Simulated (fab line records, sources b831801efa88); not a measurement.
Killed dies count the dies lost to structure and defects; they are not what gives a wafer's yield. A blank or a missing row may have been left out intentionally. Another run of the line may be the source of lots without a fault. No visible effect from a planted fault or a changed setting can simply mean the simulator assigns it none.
fab line records || flow sky130
record: {"lots": 5, "wafers": 15, "lastDay": 50}
route steps=708 shown LDD_N@246 LDD_P@255
lots that met no fault: from a run of the same line without faults
startH: the number of hours between the record's first day and the start of the first shown wafer of the lot || waitH: time in hours since the lot's previous step || " as in the row above || L1.1+2: a single row standing in for several wafers || - no value, or no start was given || * or withheld: withheld || < > ~ a bound
route shown NAME@n: a module of which the file shows steps, and the number in the route of the first || usual: mean/standard deviation of fault-free wafers || same: alike in all rows || chamber/n: place in a boat || sites: readings site by site || _std_site: the values' standard deviation || _edge_site: the outer-site mean with the inner-site mean subtracted || radiusMm: for every site, how far away it sits from the centre of the wafer || mask NAME#n: copy n || behind: the tool/chamber that last shaped the wafer || hold: reason for holding the lot/hours on hold/outcome of the hold || device: whichever transistor did not switch (one of n, p or np) || end of line: tests run on the same wafers once the route is complete || step lacking rows: just its recipe || killed: dies lost to structure and defects at the first sort, not the wafer's yield || map: the dies of a wafer, with x for killed, . for not killed, _ for no die there
set.NAME: the setting as run; set.NAME@STEP: as run at that earlier step || model.NAME: the simulator's own value behind a step, which no gauge read
certain route steps with their lots: each step a table, each wafer a row
services: when a tool's chamber went out of use (startH, in hours from the record's first day, below 0 if earlier), for how many hours, and the reason
== steps ==
step: SKY_LDD_N_IMPLANT_09
recipe: {"species": "As", "energyKev": 20, "doseCm2": 7.5e+13, "tiltDeg": "withheld", "rotationDeg": 113}
{"lot.wafer": "L078.4+5+6", "tool": "implanter-04", "chamber": 0, "startH": 425.67, "waitH": 0.1}
{"lot.wafer": "L087.1+3+6", "tool": "implanter-04", "chamber": 0, "startH": 517.55, "waitH": 0.1}
{"lot.wafer": "L089.1+3+4", "tool": "implanter-03", "chamber": 0, "startH": 563.10, "waitH": 0.1}
{"lot.wafer": "L094.2+3+6", "tool": "implanter-01", "chamber": 0, "startH": 599.76, "waitH": 0.1}
{"lot.wafer": "L097.4+5+6", "tool": "implanter-04", "chamber": 0, "startH": 616.37, "waitH": 0.1}
step: SKY_LDD_N_IMPLANT_10
recipe: {"species": "As", "energyKev": 20, "doseCm2": 7.5e+13, "tiltDeg": "withheld", "rotationDeg": 203}
{"lot.wafer": "L078.4+5+6", "tool": "implanter-04", "chamber": 0, "startH": 425.82, "waitH": 0.1}
{"lot.wafer": "L087.1+3+6", "tool": "implanter-04", "chamber": 0, "startH": 517.70, "waitH": 0.1}
{"lot.wafer": "L089.1+3+4", "tool": "implanter-03", "chamber": 0, "startH": 563.25, "waitH": 0.1}
{"lot.wafer": "L094.2+3+6", "tool": "implanter-01", "chamber": 0, "startH": 599.91, "waitH": 0.1}
{"lot.wafer": "L097.4+5+6", "tool": "implanter-04", "chamber": 0, "startH": 616.52, "waitH": 0.1}
step: SKY_LDD_N_IMPLANT_11
recipe: {"species": "As", "energyKev": 20, "doseCm2": 7.5e+13, "tiltDeg": "withheld", "rotationDeg": 293}
{"lot.wafer": "L078.4+5+6", "tool": "implanter-04", "chamber": 0, "startH": 425.97, "waitH": 0.1}
{"lot.wafer": "L087.1+3+6", "tool": "implanter-04", "chamber": 0, "startH": 517.85, "waitH": 0.1}
{"lot.wafer": "L089.1+3+4", "tool": "implanter-03", "chamber": 0, "startH": 563.40, "waitH": 0.1}
{"lot.wafer": "L094.2+3+6", "tool": "implanter-01", "chamber": 0, "startH": 600.06, "waitH": 0.1}
{"lot.wafer": "L097.4+5+6", "tool": "implanter-04", "chamber": 0, "startH": 616.67, "waitH": 0.1}
step: SKY_LDD_N_IMPLANT_12
recipe: {"species": "BF2", "energyKev": 50, "doseCm2": 5e+12, "tiltDeg": 30, "rotationDeg": 0}
{"lot.wafer": "L078.4+5+6", "tool": "implanter-04", "chamber": 0, "startH": 426.12, "waitH": 0.1}
{"lot.wafer": "L087.1+3+6", "tool": "implanter-04", "chamber": 0, "startH": 518.00, "waitH": 0.1}
{"lot.wafer": "L089.1+3+4", "tool": "implanter-03", "chamber": 0, "startH": 563.55, "waitH": 0.1}
{"lot.wafer": "L094.2+3+6", "tool": "implanter-01", "chamber": 0, "startH": 600.21, "waitH": 0.1}
{"lot.wafer": "L097.4+5+6", "tool": "implanter-04", "chamber": 0, "startH": 616.82, "waitH": 0.1}
step: SKY_LDD_N_IMPLANT_13
recipe: {"species": "BF2", "energyKev": 50, "doseCm2": 5e+12, "tiltDeg": 30, "rotationDeg": 90}
{"lot.wafer": "L078.4+5+6", "tool": "implanter-04", "chamber": 0, "startH": 426.27, "waitH": 0.1}
{"lot.wafer": "L087.1+3+6", "tool": "implanter-04", "chamber": 0, "startH": 518.15, "waitH": 0.1}
{"lot.wafer": "L089.1+3+4", "tool": "implanter-03", "chamber": 0, "startH": 563.70, "waitH": 0.1}
{"lot.wafer": "L094.2+3+6", "tool": "implanter-01", "chamber": 0, "startH": 600.36, "waitH": 0.1}
{"lot.wafer": "L097.4+5+6", "tool": "implanter-04", "chamber": 0, "startH": 616.97, "waitH": 0.1}
step: SKY_LDD_N_IMPLANT_14
recipe: {"species": "BF2", "energyKev": 50, "doseCm2": 5e+12, "tiltDeg": 30, "rotationDeg": 180}
{"lot.wafer": "L078.4+5+6", "tool": "implanter-04", "chamber": 0, "startH": 426.42, "waitH": 0.1}
{"lot.wafer": "L087.1+3+6", "tool": "implanter-04", "chamber": 0, "startH": 518.30, "waitH": 0.1}
{"lot.wafer": "L089.1+3+4", "tool": "implanter-03", "chamber": 0, "startH": 563.85, "waitH": 0.1}
{"lot.wafer": "L094.2+3+6", "tool": "implanter-01", "chamber": 0, "startH": 600.51, "waitH": 0.1}
{"lot.wafer": "L097.4+5+6", "tool": "implanter-04", "chamber": 0, "startH": 617.12, "waitH": 0.1}
step: SKY_LDD_N_IMPLANT_15
recipe: {"species": "BF2", "energyKev": 50, "doseCm2": 5e+12, "tiltDeg": 30, "rotationDeg": 270}
{"lot.wafer": "L078.4+5+6", "tool": "implanter-04", "chamber": 0, "startH": 426.57, "waitH": 0.1}
{"lot.wafer": "L087.1+3+6", "tool": "implanter-04", "chamber": 0, "startH": 518.45, "waitH": 0.1}
{"lot.wafer": "L089.1+3+4", "tool": "implanter-03", "chamber": 0, "startH": 564.00, "waitH": 0.1}
{"lot.wafer": "L094.2+3+6", "tool": "implanter-01", "chamber": 0, "startH": 600.66, "waitH": 0.1}
{"lot.wafer": "L097.4+5+6", "tool": "implanter-04", "chamber": 0, "startH": 617.27, "waitH": 0.1}
step: SKY_LDD_N_STRIP_16
recipe: {"chemistry": "O2/N2", "powerW": 1400, "pressureMtorr": 1500, "platenTempC": "withheld", "o2FlowSccm": 3000, "n2FlowSccm": 300, "overashFraction": 0.5}
usual: {"drypumpMotorCurrentA": "5.63/0.29", "oesProductAu": "0.407/0.0045", "stripTimeToEndpointS": "4.314/0.015"}
{"lot.wafer": "L078.4", "tool": "plasmaAsher-04", "chamber": 0, "startH": 426.68, "waitH": 0.1, "drypumpMotorCurrentA": 5.85, "oesProductAu": 0.402, "rfHoursCounterH": "-", "stripTimeToEndpointS": 4.313}
{"lot.wafer": "L078.5", "tool": "plasmaAsher-04", "chamber": 0, "startH": 426.68, "waitH": 0.1, "drypumpMotorCurrentA": 5.85, "oesProductAu": 0.406, "rfHoursCounterH": "-", "stripTimeToEndpointS": 4.298}
{"lot.wafer": "L078.6", "tool": "plasmaAsher-04", "chamber": 1, "startH": 426.68, "waitH": 0.1, "drypumpMotorCurrentA": 5.82, "oesProductAu": 0.398, "rfHoursCounterH": "-", "stripTimeToEndpointS": 4.320}
{"lot.wafer": "L087.1", "tool": "plasmaAsher-04", "chamber": 0, "startH": 518.60, "waitH": 0.1, "drypumpMotorCurrentA": 5.86, "oesProductAu": 0.409, "rfHoursCounterH": 79, "stripTimeToEndpointS": 4.313}
{"lot.wafer": "L087.3", "tool": "plasmaAsher-04", "chamber": 1, "startH": 518.60, "waitH": 0.1, "drypumpMotorCurrentA": 5.82, "oesProductAu": 0.405, "rfHoursCounterH": "-", "stripTimeToEndpointS": 4.312}
{"lot.wafer": "L087.6", "tool": "plasmaAsher-04", "chamber": 1, "startH": 518.60, "waitH": 0.1, "drypumpMotorCurrentA": 5.83, "oesProductAu": 0.405, "rfHoursCounterH": "-", "stripTimeToEndpointS": 4.299}
{"lot.wafer": "L089.1", "tool": "plasmaAsher-03", "chamber": 1, "startH": 564.15, "waitH": 0.1, "drypumpMotorCurrentA": 5.47, "oesProductAu": 0.408, "rfHoursCounterH": 44, "stripTimeToEndpointS": 4.315}
{"lot.wafer": "L089.3", "tool": "plasmaAsher-03", "chamber": 0, "startH": 564.15, "waitH": 0.1, "drypumpMotorCurrentA": 5.40, "oesProductAu": 0.406, "rfHoursCounterH": "-", "stripTimeToEndpointS": 4.331}
{"lot.wafer": "L089.4", "tool": "plasmaAsher-03", "chamber": 1, "startH": 564.15, "waitH": 0.1, "drypumpMotorCurrentA": 5.47, "oesProductAu": 0.407, "rfHoursCounterH": "-", "stripTimeToEndpointS": 4.332}
{"lot.wafer": "L094.2", "tool": "plasmaAsher-02", "chamber": 0, "startH": 600.78, "waitH": 0.1, "drypumpMotorCurrentA": 5.98, "oesProductAu": 0.402, "rfHoursCounterH": 17, "stripTimeToEndpointS": 4.306}
{"lot.wafer": "L094.3", "tool": "plasmaAsher-02", "chamber": 1, "startH": 600.78, "waitH": 0.1, "drypumpMotorCurrentA": 4.99, "oesProductAu": 0.414, "rfHoursCounterH": "-", "stripTimeToEndpointS": 4.290}
{"lot.wafer": "L094.6", "tool": "plasmaAsher-02", "chamber": 1, "startH": 600.78, "waitH": 0.1, "drypumpMotorCurrentA": 5.02, "oesProductAu": 0.411, "rfHoursCounterH": "-", "stripTimeToEndpointS": 4.294}
{"lot.wafer": "L097.4", "tool": "plasmaAsher-04", "chamber": 1, "startH": 617.38, "waitH": 0.1, "drypumpMotorCurrentA": 5.80, "oesProductAu": 0.411, "rfHoursCounterH": "-", "stripTimeToEndpointS": 4.320}
{"lot.wafer": "L097.5", "tool": "plasmaAsher-04", "chamber": 0, "startH": 617.38, "waitH": 0.1, "drypumpMotorCurrentA": 5.85, "oesProductAu": 0.395, "rfHoursCounterH": "-", "stripTimeToEndpointS": 4.322}
{"lot.wafer": "L097.6", "tool": "plasmaAsher-04", "chamber": 1, "startH": 617.38, "waitH": 0.1, "drypumpMotorCurrentA": 5.80, "oesProductAu": 0.410, "rfHoursCounterH": "-", "stripTimeToEndpointS": 4.294}
step: SKY_LDD_N_TW_MEAS_17
usual: {"LDD_N_TW": "2578/14"}
{"lot.wafer": "L078.4", "tool": "filmMetro-03", "chamber": "-", "startH": 426.77, "waitH": 0.1, "LDD_N_TW": 2555}
{"lot.wafer": "L078.5", "tool": "filmMetro-03", "chamber": "-", "startH": 426.77, "waitH": 0.1, "LDD_N_TW": 2572}
{"lot.wafer": "L078.6", "tool": "filmMetro-03", "chamber": "-", "startH": 426.77, "waitH": 0.1, "LDD_N_TW": 2566}
{"lot.wafer": "L087.1", "tool": "filmMetro-03", "chamber": "-", "startH": 518.70, "waitH": 0.1, "LDD_N_TW": 2574}
{"lot.wafer": "L087.3", "tool": "filmMetro-03", "chamber": "-", "startH": 518.70, "waitH": 0.1, "LDD_N_TW": 2573}
{"lot.wafer": "L087.6", "tool": "filmMetro-03", "chamber": "-", "startH": 518.70, "waitH": 0.1, "LDD_N_TW": 2574}
{"lot.wafer": "L089.1", "tool": "filmMetro-01", "chamber": "-", "startH": 564.25, "waitH": 0.1, "LDD_N_TW": 2579}
{"lot.wafer": "L089.3", "tool": "filmMetro-01", "chamber": "-", "startH": 564.25, "waitH": 0.1, "LDD_N_TW": 2574}
{"lot.wafer": "L089.4", "tool": "filmMetro-01", "chamber": "-", "startH": 564.25, "waitH": 0.1, "LDD_N_TW": 2563}
{"lot.wafer": "L094.2", "tool": "filmMetro-04", "chamber": "-", "startH": 600.89, "waitH": 0.1, "LDD_N_TW": 2615}
{"lot.wafer": "L094.3", "tool": "filmMetro-04", "chamber": "-", "startH": 600.89, "waitH": 0.1, "LDD_N_TW": 2600}
{"lot.wafer": "L094.6", "tool": "filmMetro-04", "chamber": "-", "startH": 600.89, "waitH": 0.1, "LDD_N_TW": 2603}
{"lot.wafer": "L097.4", "tool": "filmMetro-01", "chamber": "-", "startH": 617.47, "waitH": 0.1, "LDD_N_TW": 2573}
{"lot.wafer": "L097.5", "tool": "filmMetro-01", "chamber": "-", "startH": 617.47, "waitH": 0.1, "LDD_N_TW": 2579}
{"lot.wafer": "L097.6", "tool": "filmMetro-01", "chamber": "-", "startH": 617.47, "waitH": 0.1, "LDD_N_TW": 2581}
step: SKY_LDD_P_DEHYDRATE_00
recipe: {"tempC": 200, "timeS": 60}
usual: {"chillPlateTempC": "22.99/0.11"}
{"lot.wafer": "L078.4", "tool": "lithoTrack-04", "chamber": 0, "startH": 441.25, "waitH": 14.5, "chillPlateTempC": 22.99}
{"lot.wafer": "L078.5", "tool": "lithoTrack-04", "chamber": 0, "startH": 441.25, "waitH": 14.5, "chillPlateTempC": 23.13}
{"lot.wafer": "L078.6", "tool": "lithoTrack-04", "chamber": 0, "startH": 441.25, "waitH": 14.5, "chillPlateTempC": 23.01}
{"lot.wafer": "L087.1", "tool": "lithoTrack-04", "chamber": 0, "startH": 533.62, "waitH": 14.9, "chillPlateTempC": 22.97}
{"lot.wafer": "L087.3", "tool": "lithoTrack-04", "chamber": 0, "startH": 533.62, "waitH": 14.9, "chillPlateTempC": 22.88}
{"lot.wafer": "L087.6", "tool": "lithoTrack-04", "chamber": 0, "startH": 533.62, "waitH": 14.9, "chillPlateTempC": 22.84}
{"lot.wafer": "L089.1", "tool": "lithoTrack-04", "chamber": 0, "startH": 578.62, "waitH": 14.4, "chillPlateTempC": 23.06}
{"lot.wafer": "L089.3", "tool": "lithoTrack-04", "chamber": 0, "startH": 578.62, "waitH": 14.4, "chillPlateTempC": 22.95}
{"lot.wafer": "L089.4", "tool": "lithoTrack-04", "chamber": 0, "startH": 578.62, "waitH": 14.4, "chillPlateTempC": 23.10}
{"lot.wafer": "L094.2", "tool": "lithoTrack-03", "chamber": 0, "startH": 614.43, "waitH": 13.5, "chillPlateTempC": 23.21}
{"lot.wafer": "L094.3", "tool": "lithoTrack-03", "chamber": 0, "startH": 614.43, "waitH": 13.5, "chillPlateTempC": 23.00}
{"lot.wafer": "L094.6", "tool": "lithoTrack-03", "chamber": 0, "startH": 614.43, "waitH": 13.5, "chillPlateTempC": 23.15}
{"lot.wafer": "L097.4", "tool": "lithoTrack-02", "chamber": 0, "startH": 631.62, "waitH": 14.1, "chillPlateTempC": 22.92}
{"lot.wafer": "L097.5", "tool": "lithoTrack-02", "chamber": 0, "startH": 631.62, "waitH": 14.1, "chillPlateTempC": 23.00}
{"lot.wafer": "L097.6", "tool": "lithoTrack-02", "chamber": 0, "startH": 631.62, "waitH": 14.1, "chillPlateTempC": 23.20}
step: SKY_LDD_P_HMDS_01
recipe: {"primeTimeS": 60, "primeTempC": 120}
usual: {"chillPlateTempC": "22.99/0.11"}
{"lot.wafer": "L078.4", "tool": "lithoTrack-04", "chamber": 0, "startH": 441.40, "waitH": 0.1, "chillPlateTempC": 23.04}
{"lot.wafer": "L078.5", "tool": "lithoTrack-04", "chamber": 0, "startH": 441.40, "waitH": 0.1, "chillPlateTempC": 23.09}
{"lot.wafer": "L078.6", "tool": "lithoTrack-04", "chamber": 0, "startH": 441.40, "waitH": 0.1, "chillPlateTempC": 23.10}
{"lot.wafer": "L087.1", "tool": "lithoTrack-04", "chamber": 0, "startH": 533.77, "waitH": 0.1, "chillPlateTempC": 22.86}
{"lot.wafer": "L087.3", "tool": "lithoTrack-04", "chamber": 0, "startH": 533.77, "waitH": 0.1, "chillPlateTempC": 22.80}
{"lot.wafer": "L087.6", "tool": "lithoTrack-04", "chamber": 0, "startH": 533.77, "waitH": 0.1, "chillPlateTempC": 22.82}
{"lot.wafer": "L089.1", "tool": "lithoTrack-04", "chamber": 0, "startH": 578.77, "waitH": 0.1, "chillPlateTempC": 22.93}
{"lot.wafer": "L089.3", "tool": "lithoTrack-04", "chamber": 0, "startH": 578.77, "waitH": 0.1, "chillPlateTempC": 23.05}
{"lot.wafer": "L089.4", "tool": "lithoTrack-04", "chamber": 0, "startH": 578.77, "waitH": 0.1, "chillPlateTempC": 23.17}
{"lot.wafer": "L094.2", "tool": "lithoTrack-03", "chamber": 0, "startH": 614.58, "waitH": 0.1, "chillPlateTempC": 22.98}
{"lot.wafer": "L094.3", "tool": "lithoTrack-03", "chamber": 0, "startH": 614.58, "waitH": 0.1, "chillPlateTempC": 23.09}
{"lot.wafer": "L094.6", "tool": "lithoTrack-03", "chamber": 0, "startH": 614.58, "waitH": 0.1, "chillPlateTempC": 23.06}
{"lot.wafer": "L097.4", "tool": "lithoTrack-02", "chamber": 0, "startH": 631.77, "waitH": 0.1, "chillPlateTempC": 23.12}
{"lot.wafer": "L097.5", "tool": "lithoTrack-02", "chamber": 0, "startH": 631.77, "waitH": 0.1, "chillPlateTempC": 22.94}
{"lot.wafer": "L097.6", "tool": "lithoTrack-02", "chamber": 0, "startH": 631.77, "waitH": 0.1, "chillPlateTempC": 23.00}
step: SKY_LDD_P_COAT_02
recipe: {"resist": "NOVOLAK", "spinRpm": 3000, "resistThkNm": 1140}
usual: {"chillPlateTempC": "22.99/0.12"}
{"lot.wafer": "L078.4", "tool": "lithoTrack-04", "chamber": 0, "startH": 441.55, "waitH": 0.1, "chillPlateTempC": 23.07}
{"lot.wafer": "L078.5", "tool": "lithoTrack-04", "chamber": 0, "startH": 441.55, "waitH": 0.1, "chillPlateTempC": 23.07}
{"lot.wafer": "L078.6", "tool": "lithoTrack-04", "chamber": 0, "startH": 441.55, "waitH": 0.1, "chillPlateTempC": 22.96}
{"lot.wafer": "L087.1", "tool": "lithoTrack-04", "chamber": 0, "startH": 533.92, "waitH": 0.1, "chillPlateTempC": 23.05}
{"lot.wafer": "L087.3", "tool": "lithoTrack-04", "chamber": 0, "startH": 533.92, "waitH": 0.1, "chillPlateTempC": 23.05}
{"lot.wafer": "L087.6", "tool": "lithoTrack-04", "chamber": 0, "startH": 533.92, "waitH": 0.1, "chillPlateTempC": 22.85}
{"lot.wafer": "L089.1", "tool": "lithoTrack-04", "chamber": 0, "startH": 578.92, "waitH": 0.1, "chillPlateTempC": 23.13}
{"lot.wafer": "L089.3", "tool": "lithoTrack-04", "chamber": 0, "startH": 578.92, "waitH": 0.1, "chillPlateTempC": 23.31}
{"lot.wafer": "L089.4", "tool": "lithoTrack-04", "chamber": 0, "startH": 578.92, "waitH": 0.1, "chillPlateTempC": 23.09}
{"lot.wafer": "L094.2", "tool": "lithoTrack-03", "chamber": 0, "startH": 614.73, "waitH": 0.1, "chillPlateTempC": 22.98}
{"lot.wafer": "L094.3", "tool": "lithoTrack-03", "chamber": 0, "startH": 614.73, "waitH": 0.1, "chillPlateTempC": 22.89}
{"lot.wafer": "L094.6", "tool": "lithoTrack-03", "chamber": 0, "startH": 614.73, "waitH": 0.1, "chillPlateTempC": 22.68}
{"lot.wafer": "L097.4", "tool": "lithoTrack-02", "chamber": 0, "startH": 631.92, "waitH": 0.1, "chillPlateTempC": 23.00}
{"lot.wafer": "L097.5", "tool": "lithoTrack-02", "chamber": 0, "startH": 631.92, "waitH": 0.1, "chillPlateTempC": 22.95}
{"lot.wafer": "L097.6", "tool": "lithoTrack-02", "chamber": 0, "startH": 631.92, "waitH": 0.1, "chillPlateTempC": 22.82}
step: SKY_LDD_P_SOFTBAKE_03
recipe: {"tempC": 90, "timeS": 60, "resist": "NOVOLAK"}
usual: {"chillPlateTempC": "23.00/0.099"}
{"lot.wafer": "L078.4", "tool": "lithoTrack-04", "chamber": 0, "startH": 441.70, "waitH": 0.1, "chillPlateTempC": 23.06}
{"lot.wafer": "L078.5", "tool": "lithoTrack-04", "chamber": 0, "startH": 441.70, "waitH": 0.1, "chillPlateTempC": 23.05}
{"lot.wafer": "L078.6", "tool": "lithoTrack-04", "chamber": 0, "startH": 441.70, "waitH": 0.1, "chillPlateTempC": 23.17}
{"lot.wafer": "L087.1", "tool": "lithoTrack-04", "chamber": 0, "startH": 534.07, "waitH": 0.1, "chillPlateTempC": 22.88}
{"lot.wafer": "L087.3", "tool": "lithoTrack-04", "chamber": 0, "startH": 534.07, "waitH": 0.1, "chillPlateTempC": 22.90}
{"lot.wafer": "L087.6", "tool": "lithoTrack-04", "chamber": 0, "startH": 534.07, "waitH": 0.1, "chillPlateTempC": 23.01}
{"lot.wafer": "L089.1", "tool": "lithoTrack-04", "chamber": 0, "startH": 579.07, "waitH": 0.1, "chillPlateTempC": 22.86}
{"lot.wafer": "L089.3", "tool": "lithoTrack-04", "chamber": 0, "startH": 579.07, "waitH": 0.1, "chillPlateTempC": 23.07}
{"lot.wafer": "L089.4", "tool": "lithoTrack-04", "chamber": 0, "startH": 579.07, "waitH": 0.1, "chillPlateTempC": 22.85}
{"lot.wafer": "L094.2", "tool": "lithoTrack-03", "chamber": 0, "startH": 614.88, "waitH": 0.1, "chillPlateTempC": 23.16}
{"lot.wafer": "L094.3", "tool": "lithoTrack-03", "chamber": 0, "startH": 614.88, "waitH": 0.1, "chillPlateTempC": 23.00}
{"lot.wafer": "L094.6", "tool": "lithoTrack-03", "chamber": 0, "startH": 614.88, "waitH": 0.1, "chillPlateTempC": 23.00}
{"lot.wafer": "L097.4", "tool": "lithoTrack-02", "chamber": 0, "startH": 632.07, "waitH": 0.1, "chillPlateTempC": 22.86}
{"lot.wafer": "L097.5", "tool": "lithoTrack-02", "chamber": 0, "startH": 632.07, "waitH": 0.1, "chillPlateTempC": 22.81}
{"lot.wafer": "L097.6", "tool": "lithoTrack-02", "chamber": 0, "startH": 632.07, "waitH": 0.1, "chillPlateTempC": 22.83}
== services ==
{"tool": "implanter-03", "chamber": "-", "startH": 407.28, "hours": 0.8, "kind": "repair"}
{"tool": "plasmaAsher-02", "chamber": "-", "startH": 421.25, "hours": 9.0, "kind": "pm"}
{"tool": "plasmaAsher-02", "chamber": 0, "startH": 421.25, "hours": 9.0, "kind": "ventCycle"}
{"tool": "plasmaAsher-02", "chamber": 1, "startH": 421.25, "hours": 9.0, "kind": "ventCycle"}
{"tool": "implanter-01", "chamber": "-", "startH": 426.11, "hours": 3.5, "kind": "repair"}
{"tool": "plasmaAsher-02", "chamber": 0, "startH": 430.25, "hours": "-", "kind": "clean"}
{"tool": "plasmaAsher-02", "chamber": 1, "startH": 430.25, "hours": "-", "kind": "clean"}
{"tool": "implanter-03", "chamber": "-", "startH": 433.33, "hours": 6.9, "kind": "repair"}
{"tool": "lithoTrack-02", "chamber": "-", "startH": 435.23, "hours": "-", "kind": "consumableReplace:filter"}
{"tool": "implanter-03", "chamber": "-", "startH": 469.23, "hours": 0.6, "kind": "repair"}
{"tool": "implanter-04", "chamber": "-", "startH": 495.56, "hours": 18.3, "kind": "pm"}
{"tool": "implanter-03", "chamber": "-", "startH": 525.74, "hours": 0.8, "kind": "repair"}
{"tool": "plasmaAsher-03", "chamber": "-", "startH": 527.98, "hours": 1.9, "kind": "repair"}
{"tool": "plasmaAsher-02", "chamber": "-", "startH": 532.47, "hours": 2.0, "kind": "repair"}
{"tool": "implanter-04", "chamber": "-", "startH": 558.59, "hours": 3.3, "kind": "pm"}
{"tool": "implanter-03", "chamber": "-", "startH": 587.21, "hours": 2.6, "kind": "repair"}
== key ==
fault none
